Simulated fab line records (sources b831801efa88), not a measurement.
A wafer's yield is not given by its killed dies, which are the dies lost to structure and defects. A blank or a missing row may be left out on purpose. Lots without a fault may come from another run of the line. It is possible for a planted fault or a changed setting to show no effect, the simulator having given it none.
fab line records	flow sky130
record lots=11	wafers=33	lastDay=50
route steps=708 shown FIELD_ISO@16 NWELL@64 PWDE@84 PAD_OPEN@708
lots that met no fault: from a run of the same line without faults
startH: the number of hours between the record's first day and the start of the first shown wafer of the lot	waitH: how many hours have passed since the lot's step before this one	" repeats the value in the row above	L1.1+2: one row covering several wafers at once	- either no value or no given start	* or withheld: withheld	< > ~ a bound
route shown NAME@n: names a module that has steps shown in the file, with the first one's number in the route	usual: mean/standard deviation taken from wafers without a fault	same: alike in all rows	chamber/n: place in a boat	sites: the reading at each site	_std_site: how widely they spread, as a standard deviation	_edge_site: the outer-site mean with the inner-site mean subtracted	radiusMm: for every site, how far away it sits from the centre of the wafer	mask NAME#n: copy n	behind: the most recent tool/chamber to have shaped the wafer	hold: cause of the lot's hold/its duration in hours/its outcome	device: the transistor (n, p or np) that didn't switch	end of line: tests run on the same wafers once the route is complete	a step given without rows: its recipe and nothing more	killed: at the first sort, the dies lost to defects and structure; wafer yield is something else	map: a wafer's dies, marking killed ones x, the rest . and places with no die _
set.NAME: the setting the step ran with; set.NAME@STEP: the setting that earlier step ran with	model.NAME: the simulator's own value behind a step, which no gauge read
one table for each step of the route and one row for each wafer, over a sample of lots
services: the hour from which a tool's chamber was out of use, counted from the record's first day as startH (under 0 if before that day), plus the number of hours and why
## steps
# step SKY_FIELD_ISO_ETCH_15
# recipe chemistry=CHF3/O2	targetDepthNm=180	stopOn=Si	sourceW=610	biasW=200	pressureMtorr=40	chf3FlowSccm=50	O2_flow_sccm=5	timeS=72
# usual biasW=200.0/0.63	drypumpMotorCurrentA=5.7/0.38	oesProductAu=0.943/0.0068	throttleValvePct=8.843/0.0089
lot.wafer	tool	chamber	startH	waitH	biasW	drypumpMotorCurrentA	oesProductAu	rfHoursCounterH	throttleValvePct
L843.1	rieDiel-03	1	32.97	0.0	200.4	5.4	0.936	1	8.833
L843.3	"	0	"	"	199.4	6.0	0.943	33	8.838
L843.6	"	3	"	"	198.5	6.2	0.949	-	8.838
L844.1	rieDiel-01	0	37.43	0.0	200.1	5.3	0.954	49	8.844
L844.4	"	1	"	"	199.8	5.6	0.955	47	8.855
L844.5	"	1	"	"	199.6	5.6	0.944	-	8.848
L845.1	rieDiel-03	1	38.48	0.0	200.5	5.4	0.958	1	8.846
L845.4	"	2	"	"	200.2	5.2	0.948	141	8.833
L845.6	"	3	"	"	199.6	6.2	0.949	-	8.859
L846.4	rieDiel-04	2	46.67	0.0	199.7	5.1	0.926	55	8.851
L846.5	"	3	"	"	200.9	6.1	0.939	-	8.835
L846.6	"	2	"	"	199.5	5.1	0.937	-	8.829
L847.1	rieDiel-03	1	52.65	0.0	199.4	5.4	0.951	1	8.847
L847.3	"	2	"	"	200.6	5.2	0.950	141	8.864
L847.6	"	2	"	"	201.2	5.3	0.946	-	8.854
L849.1	rieDiel-01	0	60.67	0.0	199.3	5.3	0.942	50	8.845
L849.2	"	2	"	"	199.8	5.8	0.938	4	8.849
L849.6	"	0	"	"	198.7	5.3	0.954	-	8.842
L850.3	rieDiel-01	0	65.72	0.0	199.4	5.4	0.946	50	8.858
L850.4	"	2	"	"	199.9	5.8	0.948	4	8.872
L850.5	"	1	"	"	199.6	5.6	0.945	-	8.825
L858.1	rieDiel-04	0	108.47	0.0	200.1	6.1	0.942	8	8.852
L858.2	"	2	"	"	199.4	5.1	0.943	56	8.839
L858.4	"	1	"	"	199.2	5.9	0.941	37	8.833
L860.2	rieDiel-01	2	117.35	0.0	199.9	5.8	0.948	6	8.847
L860.5	"	3	"	"	200.6	6.1	0.949	-	8.840
L860.6	"	2	"	"	199.1	5.8	0.947	-	8.851
L863.1	rieDiel-03	1	131.38	0.0	199.9	5.4	0.941	3	8.843
L863.4	"	0	"	"	199.8	6.0	0.934	35	8.837
L863.5	"	1	"	"	199.9	5.4	0.945	-	8.834
L865.2	rieDiel-04	0	143.23	0.0	199.9	6.1	0.940	9	8.848
L865.4	"	2	"	"	200.2	5.1	0.940	57	8.823
L865.6	"	2	"	"	199.8	5.1	0.940	-	8.823
# step SKY_NWELL_IMPLANT_11
# recipe species=P	energyKev=400	doseCm2=1.9e+13	tiltDeg=withheld
# usual doseIonsCm2=1.8998e+13/2.1e+10	faradayCurrentUA=107.4/1.9
lot.wafer	tool	chamber	startH	waitH	doseIonsCm2	faradayCurrentUA
L843.1	implanter-03	0	88.74	0.0	1.8992e+13	108.6
L843.3	"	0	"	"	1.8991e+13	106.9
L843.6	"	0	"	"	1.899e+13	110.4
L844.1	implanter-03	0	95.25	0.0	1.8949e+13	108.0
L844.4	"	0	"	"	1.8976e+13	108.5
L844.5	"	0	"	"	1.9e+13	109.1
L845.1	implanter-03	0	96.52	0.0	1.8952e+13	105.9
L845.4	"	0	"	"	1.8999e+13	104.7
L845.6	"	0	"	"	1.8986e+13	107.4
L846.4	implanter-01	0	103.17	0.1	1.8967e+13	108.6
L846.5	"	0	"	"	1.8978e+13	108.0
L846.6	"	0	"	"	1.8993e+13	107.6
L847.1	implanter-01	0	110.37	0.0	1.9007e+13	111.6
L847.3	"	0	"	"	1.8997e+13	108.5
L847.6	"	0	"	"	1.9022e+13	110.7
L849.1	implanter-02	0	124.80	0.0	1.8991e+13	107.9
L849.2	"	0	"	"	1.9025e+13	103.9
L849.6	"	0	"	"	1.9022e+13	105.0
L850.3	implanter-03	0	127.34	0.1	1.901e+13	108.2
L850.4	"	0	"	"	1.8987e+13	106.7
L850.5	"	0	"	"	1.8988e+13	105.8
L858.1	implanter-03	0	174.30	0.0	2.5159e+13	137.3
L858.2	"	0	"	"	2.5201e+13	136.5
L858.4	"	0	"	"	2.5195e+13	136.2
L860.2	implanter-03	0	184.32	0.0	2.5191e+13	135.8
L860.5	"	0	"	"	2.518e+13	138.7
L860.6	"	0	"	"	2.5183e+13	137.1
L863.1	implanter-02	0	200.32	0.0	1.903e+13	102.7
L863.4	"	0	"	"	1.9017e+13	107.8
L863.5	"	0	"	"	1.9003e+13	105.3
L865.2	implanter-01	0	214.62	0.0	1.8981e+13	106.9
L865.4	"	0	"	"	1.8992e+13	110.4
L865.6	"	0	"	"	1.9e+13	111.7
# step SKY_NWELL_TW_MEAS_15
# usual NWELL_TW=1821/8.4
lot.wafer	tool	chamber	startH	waitH	NWELL_TW
L843.1	filmMetro-03	-	89.29	0.1	1824
L843.3	"	-	"	"	1834
L843.6	"	-	"	"	1829
L844.1	filmMetro-03	-	95.80	0.1	1831
L844.4	"	-	"	"	1835
L844.5	"	-	"	"	1824
L845.1	filmMetro-01	-	97.07	0.1	1820
L845.4	"	-	"	"	1822
L845.6	"	-	"	"	1825
L846.4	filmMetro-03	-	103.68	0.1	1824
L846.5	"	-	"	"	1822
L846.6	"	-	"	"	1830
L847.1	filmMetro-03	-	110.92	0.1	1825
L847.3	"	-	"	"	1831
L847.6	"	-	"	"	1825
L849.1	filmMetro-02	-	125.35	0.1	1818
L849.2	"	-	"	"	1818
L849.6	"	-	"	"	1819
L850.3	filmMetro-01	-	127.86	0.1	1827
L850.4	"	-	"	"	1822
L850.5	"	-	"	"	1815
L858.1	filmMetro-02	-	174.85	0.1	1985
L858.2	"	-	"	"	1993
L858.4	"	-	"	"	1988
L860.2	filmMetro-01	-	188.49	0.1	1983
L860.5	"	-	"	"	1993
L860.6	"	-	"	"	1979
L863.1	filmMetro-03	-	200.87	0.1	1817
L863.4	"	-	"	"	1828
L863.5	"	-	"	"	1814
L865.2	filmMetro-03	-	215.16	0.1	1818
L865.4	"	-	"	"	1812
L865.6	"	-	"	"	1816
# step SKY_NWELL_STRIP_25
# recipe chemistry=O2/N2	powerW=1400	pressureMtorr=1500	platenTempC=withheld	o2FlowSccm=3000	n2FlowSccm=300	overashFraction=0.5
# usual drypumpMotorCurrentA=6.2/0.4	oesProductAu=0.722/0.0046	stripTimeToEndpointS=36.89/0.1
lot.wafer	tool	chamber	startH	waitH	drypumpMotorCurrentA	oesProductAu	rfHoursCounterH	stripTimeToEndpointS
L843.1	plasmaAsher-02	0	106.62	0.1	6.0	0.724	44	36.88
L843.3	"	1	"	"	5.4	0.726	-	36.84
L843.6	"	1	"	"	5.4	0.725	-	36.93
L844.1	plasmaAsher-01	1	113.76	0.1	6.4	0.720	42	37.05
L844.4	"	1	"	"	6.4	0.719	-	37.10
L844.5	"	1	"	"	6.4	0.729	-	37.06
L845.1	plasmaAsher-01	1	128.09	0.1	6.4	0.719	43	36.80
L845.4	"	1	"	"	6.4	0.731	-	36.83
L845.6	"	0	"	"	6.7	0.724	-	36.79
L846.4	plasmaAsher-02	0	128.31	0.1	6.0	0.717	-	36.74
L846.5	"	0	"	"	6.0	0.723	-	36.86
L846.6	"	1	"	"	5.4	0.720	-	36.83
L847.1	plasmaAsher-04	0	128.44	0.1	6.4	0.715	32	36.95
L847.3	"	0	"	"	6.4	0.714	-	36.85
L847.6	"	1	"	"	5.7	0.730	-	36.70
L849.1	plasmaAsher-01	0	144.82	0.1	6.7	0.730	45	36.84
L849.2	"	1	"	"	6.4	0.717	45	36.86
L849.6	"	1	"	"	6.4	0.723	-	36.88
L850.3	plasmaAsher-04	1	146.68	0.1	5.8	0.727	-	37.12
L850.4	"	0	"	"	6.4	0.725	-	37.03
L850.5	"	1	"	"	5.8	0.721	-	37.11
L858.1	plasmaAsher-02	0	196.77	0.1	6.0	0.723	4	36.86
L858.2	"	1	"	"	5.4	0.721	4	36.90
L858.4	"	0	"	"	6.0	0.724	-	36.86
L860.2	plasmaAsher-02	1	209.80	0.1	5.4	0.718	5	36.96
L860.5	"	1	"	"	5.4	0.716	-	36.87
L860.6	"	0	"	"	6.0	0.714	-	36.81
L863.1	plasmaAsher-01	1	223.27	0.1	6.4	0.724	54	36.78
L863.4	"	1	"	"	6.4	0.721	-	36.88
L863.5	"	0	"	"	6.7	0.726	-	36.83
L865.2	plasmaAsher-04	0	237.72	0.1	6.4	0.725	43	36.82
L865.4	"	0	"	"	6.3	0.725	-	36.85
L865.6	"	0	"	"	6.4	0.722	-	36.98
# step SKY_NWELL_RS_MEAS_29
# recipe thkMeasGauge=four-point-probe
# usual NWELL_RS=625.1/1.4
lot.wafer	tool	chamber	startH	waitH	NWELL_RS[ohm/sq]
L843.1	filmMetro-03	-	106.93	0.1	624.3
L843.3	"	-	"	"	626.3
L843.6	"	-	"	"	623.5
L844.1	filmMetro-03	-	114.07	0.1	625.2
L844.4	"	-	"	"	623.7
L844.5	"	-	"	"	625.1
L845.1	filmMetro-03	-	128.40	0.1	626.5
L845.4	"	-	"	"	625.8
L845.6	"	-	"	"	625.4
L846.4	filmMetro-01	-	128.64	0.1	625.1
L846.5	"	-	"	"	622.9
L846.6	"	-	"	"	626.8
L847.1	filmMetro-02	-	128.75	0.1	625.9
L847.3	"	-	"	"	623.5
L847.6	"	-	"	"	625.9
L849.1	filmMetro-03	-	145.14	0.1	623.2
L849.2	"	-	"	"	624.9
L849.6	"	-	"	"	623.8
L850.3	filmMetro-02	-	147.03	0.1	624.5
L850.4	"	-	"	"	622.1
L850.5	"	-	"	"	624.1
L858.1	filmMetro-02	-	197.09	0.1	535.0
L858.2	"	-	"	"	536.6
L858.4	"	-	"	"	536.0
L860.2	filmMetro-01	-	210.13	0.1	537.1
L860.5	"	-	"	"	536.8
L860.6	"	-	"	"	537.1
L863.1	filmMetro-02	-	223.58	0.1	625.5
L863.4	"	-	"	"	626.0
L863.5	"	-	"	"	627.4
L865.2	filmMetro-02	-	238.06	0.1	625.0
L865.4	"	-	"	"	627.1
L865.6	"	-	"	"	624.6
# step SKY_NWELL_RS_MEAS_31
# recipe thkMeasGauge=four-point-probe
# usual PWDE_RS=5272/16
lot.wafer	tool	chamber	startH	waitH	PWDE_RS[ohm/sq]
L843.1	filmMetro-03	-	107.17	0.1	5286
L843.3	"	-	"	"	5282
L843.6	"	-	"	"	5287
L844.1	filmMetro-03	-	114.31	0.1	5257
L844.4	"	-	"	"	5284
L844.5	"	-	"	"	5302
L845.1	filmMetro-03	-	128.64	0.1	5261
L845.4	"	-	"	"	5277
L845.6	"	-	"	"	5265
L846.4	filmMetro-01	-	128.88	0.1	5259
L846.5	"	-	"	"	5268
L846.6	"	-	"	"	5285
L847.1	filmMetro-02	-	128.99	0.1	5271
L847.3	"	-	"	"	5254
L847.6	"	-	"	"	5251
L849.1	filmMetro-03	-	145.38	0.1	5265
L849.2	"	-	"	"	5255
L849.6	"	-	"	"	5243
L850.3	filmMetro-02	-	147.27	0.1	5271
L850.4	"	-	"	"	5272
L850.5	"	-	"	"	5255
L858.1	filmMetro-02	-	197.33	0.1	5278
L858.2	"	-	"	"	5266
L858.4	"	-	"	"	5284
L860.2	filmMetro-01	-	210.37	0.1	5278
L860.5	"	-	"	"	5288
L860.6	"	-	"	"	5289
L863.1	filmMetro-02	-	223.82	0.1	5277
L863.4	"	-	"	"	5282
L863.5	"	-	"	"	5284
L865.2	filmMetro-02	-	238.30	0.1	5234
L865.4	"	-	"	"	5257
L865.6	"	-	"	"	5251
# step SKY_PAD_OPEN_PROBE_99
# usual killed_at_M0_to_M3=44/6.8	killed_at_M4_up=2.9/1.7	killedAtContacts=24/5.2	killedAtFrontEnd=15/4	killedAtOther=0.2/0.44	killedDies=86/9.9	killedOpen=47/7.9	killedShort=39/6.3
# same grossDies=492	killedAtBackSide=0
lot.wafer	tool	chamber	startH	waitH	killed_at_M0_to_M3	killed_at_M4_up	killedAtContacts	killedAtFrontEnd	killedAtOther	killedDies	killedOpen	killedShort
L843.1	prober-01	-	1082.48	0.1	48	3	20	18	0	89	52	37
L843.3	prober-01	-	1082.58	0.2	54	2	23	23	0	102	50	51
L843.6	prober-01	-	1082.73	0.2	47	3	21	9	0	80	46	34
L844.1	prober-02	-	1092.27	0.1	36	2	19	19	1	77	39	36
L844.4	prober-02	-	1092.42	0.2	38	4	20	18	0	80	41	39
L844.5	prober-02	-	1092.47	0.2	32	3	30	18	0	83	33	45
L845.1	prober-01	-	1097.55	0.1	32	2	26	20	0	80	43	37
L845.4	prober-01	-	1097.70	0.2	53	4	26	13	0	96	53	43
L845.6	prober-01	-	1097.80	0.2	35	6	23	18	0	82	46	36
L846.4	prober-02	-	1105.33	0.2	49	7	16	17	1	90	42	48
L846.5	prober-02	-	1105.38	0.2	50	4	20	18	0	92	48	42
L846.6	prober-02	-	1105.43	0.2	48	3	21	22	0	94	52	42
L847.1	prober-01	-	1107.02	0.1	39	3	24	18	0	84	47	37
L847.3	prober-01	-	1107.12	0.2	44	3	22	12	0	81	44	37
L847.6	prober-01	-	1107.27	0.2	35	4	23	16	0	78	44	34
L849.1	prober-01	-	1119.73	0.1	48	2	20	13	0	83	52	31
L849.2	prober-01	-	1119.78	0.1	32	8	26	13	1	80	43	37
L849.6	prober-01	-	1119.98	0.2	40	7	25	8	1	81	45	36
L850.3	prober-02	-	1123.46	0.2	44	3	19	12	0	78	47	31
L850.4	prober-02	-	1123.51	0.2	50	5	31	19	0	105	60	44
L850.5	prober-02	-	1123.56	0.2	35	3	28	21	0	87	39	48
L858.1	prober-02	-	1167.05	0.1	66	2	20	7	1	96	55	40
L858.2	prober-02	-	1167.10	0.1	50	1	27	13	0	91	45	46
L858.4	prober-02	-	1167.20	0.2	43	6	22	12	0	83	43	38
L860.2	prober-02	-	1175.34	0.1	33	1	23	12	0	69	34	35
L860.5	prober-02	-	1175.49	0.2	57	1	20	16	1	95	48	47
L860.6	prober-02	-	1175.54	0.2	31	6	16	13	0	66	31	35
L863.1	prober-01	-	1190.30	0.1	44	2	22	13	0	81	50	31
L863.4	prober-01	-	1190.45	0.2	43	2	22	16	0	83	55	28
L863.5	prober-01	-	1190.50	0.2	34	3	19	15	1	72	43	29
L865.2	prober-01	-	1198.29	0.1	47	2	25	21	1	96	50	46
L865.4	prober-01	-	1198.39	0.2	49	5	28	19	1	102	60	42
L865.6	prober-01	-	1198.49	0.2	47	1	34	9	0	91	49	42
# killed by level:class
L843.1 VIA3:geometricParticle:open=11 CONTACT:geometricParticle:open=9 VIA1:geometricParticle:short=8 VIA1:geometricParticle:open=8 METAL1:geometricParticle:short=5 FIELD_ISO:geometricParticle:open=4 FIELD_ISO:geometricParticle:short=4 METAL2:geometricParticle:open=4
L843.3 VIA1:geometricParticle:open=11 METAL1:geometricParticle:short=11 METAL2:geometricParticle:short=8 FIELD_ISO:geometricParticle:open=7 LI_CONTACT:geometricParticle:open=6 LOCAL_INTERCONNECT:geometricParticle:short=6 CONTACT:geometricParticle:open=6 VIA2:geometricParticle:open=6
L843.6 VIA1:geometricParticle:open=14 VIA3:geometricParticle:open=10 CONTACT:geometricParticle:open=8 LI_CONTACT:geometricParticle:open=7 METAL2:geometricParticle:short=4 METAL1:geometricParticle:short=4 VIA1:geometricParticle:short=4 LOCAL_INTERCONNECT:geometricParticle:short=3
L844.1 VIA2:geometricParticle:open=7 FIELD_ISO:geometricParticle:short=6 CONTACT:geometricParticle:open=6 VIA1:geometricParticle:open=6 METAL1:geometricParticle:short=5 LI_CONTACT:geometricParticle:open=5 VIA3:geometricParticle:open=5 FIELD_ISO:geometricParticle:open=4
L844.4 VIA1:geometricParticle:open=10 CONTACT:geometricParticle:open=8 FIELD_ISO:geometricParticle:short=7 CONTACT:geometricParticle:short=5 FIELD_ISO:geometricParticle:open=4 METAL1:geometricParticle:short=4 VIA1:geometricParticle:short=4 METAL2:geometricParticle:short=4
L844.5 CONTACT:geometricParticle:open=8 FIELD_ISO:geometricParticle:short=7 LI_CONTACT:geometricParticle:open=7 METAL2:geometricParticle:short=7 FIELD_ISO:geometricParticle:open=6 CONTACT:geometricParticle:short=6 METAL3:geometricParticle:short=6 LOCAL_INTERCONNECT:geometricParticle:short=5
L845.1 CONTACT:geometricParticle:open=10 VIA1:geometricParticle:open=8 LI_CONTACT:geometricParticle:open=7 POLY_GATE:geometricParticle:open=6 FIELD_ISO:geometricParticle:short=5 VIA3:geometricParticle:open=5 VIA2:geometricParticle:short=4 VIA3:geometricParticle:short=4
L845.4 VIA1:geometricParticle:open=11 LI_CONTACT:geometricParticle:open=9 VIA2:geometricParticle:open=9 VIA3:geometricParticle:open=8 CONTACT:geometricParticle:open=7 METAL1:geometricParticle:short=7 VIA1:geometricParticle:short=6 METAL2:geometricParticle:short=6
L845.6 CONTACT:geometricParticle:open=9 VIA1:geometricParticle:open=7 METAL1:geometricParticle:short=6 VIA2:geometricParticle:open=6 FIELD_ISO:geometricParticle:open=5 METAL2:geometricParticle:short=5 FIELD_ISO:geometricParticle:short=4 LI_CONTACT:geometricParticle:open=4
L846.4 VIA2:geometricParticle:open=11 METAL1:geometricParticle:short=10 CONTACT:geometricParticle:open=8 POLY_GATE:geometricParticle:short=7 METAL4:geometricParticle:short=6 VIA1:geometricParticle:open=6 FIELD_ISO:geometricParticle:open=5 METAL2:geometricParticle:short=5
L846.5 CONTACT:geometricParticle:open=11 METAL2:geometricParticle:short=10 VIA1:geometricParticle:open=8 METAL1:geometricParticle:short=6 POLY_GATE:geometricParticle:short=5 POLY_GATE:geometricParticle:open=5 VIA1:geometricParticle:short=5 VIA3:geometricParticle:open=5
L846.6 VIA1:geometricParticle:open=14 VIA2:geometricParticle:open=9 POLY_GATE:geometricParticle:open=8 METAL1:geometricParticle:short=7 LI_CONTACT:geometricParticle:open=6 CONTACT:geometricParticle:short=6 POLY_GATE:geometricParticle:short=5 CONTACT:geometricParticle:open=5
L847.1 VIA1:geometricParticle:open=11 CONTACT:geometricParticle:open=7 LI_CONTACT:geometricParticle:open=7 VIA2:geometricParticle:open=6 FIELD_ISO:geometricParticle:open=5 POLY_GATE:geometricParticle:short=5 VIA2:geometricParticle:short=5 FIELD_ISO:geometricParticle:short=3
L847.3 VIA1:geometricParticle:open=12 LI_CONTACT:geometricParticle:open=7 CONTACT:geometricParticle:open=7 METAL1:geometricParticle:short=7 VIA1:geometricParticle:short=6 VIA3:geometricParticle:open=6 VIA3:geometricParticle:short=4 METAL2:geometricParticle:short=4
L847.6 VIA3:geometricParticle:open=10 CONTACT:geometricParticle:open=9 VIA1:geometricParticle:open=8 FIELD_ISO:geometricParticle:open=4 FIELD_ISO:geometricParticle:short=4 CONTACT:geometricParticle:short=4 LOCAL_INTERCONNECT:geometricParticle:open=4 METAL4:geometricParticle:short=4
L849.1 VIA1:geometricParticle:open=13 LI_CONTACT:geometricParticle:open=9 VIA3:geometricParticle:open=7 VIA2:geometricParticle:open=6 METAL1:geometricParticle:short=6 LI_CONTACT:geometricParticle:short=5 CONTACT:geometricParticle:open=5 VIA2:geometricParticle:short=5
L849.2 VIA1:geometricParticle:open=8 VIA2:geometricParticle:open=8 LI_CONTACT:geometricParticle:short=7 LI_CONTACT:geometricParticle:open=7 CONTACT:geometricParticle:open=7 METAL4:geometricParticle:short=5 FIELD_ISO:geometricParticle:short=4 SPACER:geometricParticle:short=4
L849.6 CONTACT:geometricParticle:open=12 VIA2:geometricParticle:open=10 VIA1:geometricParticle:open=9 CONTACT:geometricParticle:short=6 METAL1:geometricParticle:short=6 METAL4:geometricParticle:short=6 METAL3:geometricParticle:short=4 VIA3:geometricParticle:open=4
L850.3 VIA1:geometricParticle:open=12 LI_CONTACT:geometricParticle:open=11 VIA2:geometricParticle:open=7 VIA1:geometricParticle:short=5 POLY_GATE:geometricParticle:open=4 VIA3:geometricParticle:open=4 CONTACT:geometricParticle:open=4 VIA2:geometricParticle:short=4
L850.4 VIA3:geometricParticle:open=13 CONTACT:geometricParticle:open=12 LI_CONTACT:geometricParticle:open=10 FIELD_ISO:geometricParticle:open=7 VIA1:geometricParticle:open=7 VIA2:geometricParticle:open=6 METAL2:geometricParticle:short=5 CONTACT:geometricParticle:short=5
L850.5 CONTACT:geometricParticle:open=9 METAL2:geometricParticle:short=8 LI_CONTACT:geometricParticle:open=7 FIELD_ISO:geometricParticle:short=6 POLY_GATE:geometricParticle:open=6 LOCAL_INTERCONNECT:geometricParticle:short=5 CONTACT:geometricParticle:short=5 VIA1:geometricParticle:open=5
L858.1 VIA1:geometricParticle:open=16 CONTACT:geometricParticle:open=9 METAL2:geometricParticle:short=8 VIA2:geometricParticle:open=8 METAL1:geometricParticle:short=5 VIA1:geometricParticle:short=5 METAL3:geometricParticle:short=5 VIA3:geometricParticle:open=5
L858.2 VIA3:geometricParticle:open=10 VIA1:geometricParticle:open=9 METAL2:geometricParticle:short=9 CONTACT:geometricParticle:short=8 VIA1:geometricParticle:short=8 LI_CONTACT:geometricParticle:open=7 VIA2:geometricParticle:open=6 CONTACT:geometricParticle:open=6
L858.4 CONTACT:geometricParticle:short=8 VIA1:geometricParticle:open=8 VIA3:geometricParticle:open=6 METAL1:geometricParticle:short=5 LI_CONTACT:geometricParticle:open=5 CONTACT:geometricParticle:open=5 VIA1:geometricParticle:short=5 VIA2:geometricParticle:open=5
L860.2 CONTACT:geometricParticle:open=11 METAL2:geometricParticle:short=8 METAL1:geometricParticle:short=5 VIA3:geometricParticle:open=5 LI_CONTACT:geometricParticle:open=4 CONTACT:geometricParticle:short=4 VIA2:geometricParticle:short=4 VIA2:geometricParticle:open=4
L860.5 VIA1:geometricParticle:open=14 CONTACT:geometricParticle:open=8 VIA2:geometricParticle:open=8 VIA3:geometricParticle:open=7 METAL1:geometricParticle:short=6 VIA1:geometricParticle:short=6 METAL2:geometricParticle:short=6 FIELD_ISO:geometricParticle:short=5
L860.6 LOCAL_INTERCONNECT:geometricParticle:short=7 VIA1:geometricParticle:open=7 POLY_GATE:geometricParticle:short=6 VIA3:geometricParticle:open=5 LI_CONTACT:geometricParticle:open=4 METAL2:geometricParticle:short=4 CONTACT:geometricParticle:open=3 METAL1:geometricParticle:short=3
L863.1 VIA1:geometricParticle:open=10 VIA3:geometricParticle:open=9 CONTACT:geometricParticle:open=9 VIA2:geometricParticle:open=8 VIA1:geometricParticle:short=6 FIELD_ISO:geometricParticle:short=5 LI_CONTACT:geometricParticle:open=5 LOCAL_INTERCONNECT:geometricParticle:short=5
L863.4 CONTACT:geometricParticle:open=13 VIA1:geometricParticle:open=11 VIA3:geometricParticle:open=9 FIELD_ISO:geometricParticle:open=8 CONTACT:geometricParticle:short=4 METAL2:geometricParticle:short=4 VIA2:geometricParticle:open=4 METAL1:geometricParticle:short=3
L863.5 VIA2:geometricParticle:open=11 FIELD_ISO:geometricParticle:open=6 CONTACT:geometricParticle:open=6 LI_CONTACT:geometricParticle:open=5 CONTACT:geometricParticle:short=5 VIA1:geometricParticle:open=5 VIA3:geometricParticle:open=5 POLY_GATE:geometricParticle:open=4
L865.2 VIA1:geometricParticle:open=10 FIELD_ISO:geometricParticle:open=8 LI_CONTACT:geometricParticle:open=8 CONTACT:geometricParticle:short=7 CONTACT:geometricParticle:open=6 VIA2:geometricParticle:open=6 METAL1:geometricParticle:short=6 METAL2:geometricParticle:short=6
L865.4 VIA1:geometricParticle:open=13 CONTACT:geometricParticle:open=12 FIELD_ISO:geometricParticle:short=7 VIA2:geometricParticle:open=7 METAL1:geometricParticle:short=7 VIA3:geometricParticle:open=7 LI_CONTACT:geometricParticle:open=6 CONTACT:geometricParticle:short=6
L865.6 LI_CONTACT:geometricParticle:open=10 VIA1:geometricParticle:open=10 LI_CONTACT:geometricParticle:short=8 METAL1:geometricParticle:short=8 VIA2:geometricParticle:open=8 CONTACT:geometricParticle:short=5 CONTACT:geometricParticle:open=5 POLY_GATE:geometricParticle:open=4
## services
tool	chamber	startH	hours	kind
implanter-01	-	20.30	4.7	repair
rieDiel-03	2	21.89	5.5	repair
plasmaAsher-01	-	47.73	11.3	repair
implanter-02	-	68.58	1.7	repair
rieDiel-04	3	93.50	7.2	repair
implanter-03	-	99.62	4.1	pm
rieDiel-01	-	104.91	1.1	repair
plasmaAsher-02	-	108.75	9.0	pm
implanter-03	-	112.71	1.0	repair
rieDiel-04	-	118.20	4.3	pm
rieDiel-01	-	128.56	1.0	repair
rieDiel-01	0	129.37	9.0	repair
rieDiel-01	-	133.68	2.8	pm
plasmaAsher-02	-	137.60	43.3	pm
plasmaAsher-04	-	151.43	0.7	repair
rieDiel-03	3	159.71	7.1	repair
rieDiel-01	-	166.11	0.5	repair
implanter-01	-	174.64	0.7	repair
implanter-03	-	184.67	3.1	repair
rieDiel-04	3	190.24	3.3	repair
plasmaAsher-01	-	205.14	2.2	repair
implanter-01	-	205.65	5.2	pm
implanter-01	-	219.23	9.8	pm
rieDiel-03	0	224.38	14.1	repair
## key
firstSign step=SKY_NWELL_IMPLANT_11	reading=doseIonsCm2	direction=up	sigmas=99+	usual=*	struck=*
effect step=SKY_NWELL_IMPLANT_11	reading=faradayCurrentUA	direction=up	sigmas=15	usual=107.4	struck=136.9
effect step=SKY_NWELL_TW_MEAS_15	reading=NWELL_TW	direction=up	sigmas=20	usual=1821	struck=1987
effect step=SKY_NWELL_RS_MEAS_29	reading=NWELL_RS	direction=down	sigmas=62	usual=625.1	struck=536.4
metAt SKY_NWELL_IMPLANT_11
struckLots L858,L860
testerLeftOut L858,L860
notActingAt SKY_FIELD_ISO_ETCH_15,SKY_NWELL_STRIP_25,SKY_NWELL_RS_MEAS_31
onsetBetween 127.34 174.30
fault kind=processParameterDrift	tool=implanter-03	chamber=-	onsetH=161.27	steps=SKY_NWELL_IMPLANT_11	channel=doseCm2	offset=*	shape=step	endH=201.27	actsIn=*	stated=*
# testerLeftOut: of these lots the tester's yield and bins aren't shown, on N5 and GAA mostly nor the transistor test; their killed dies are dies lost to structure and defects alone, not to doping, threshold or leakage, so they don't give the yield
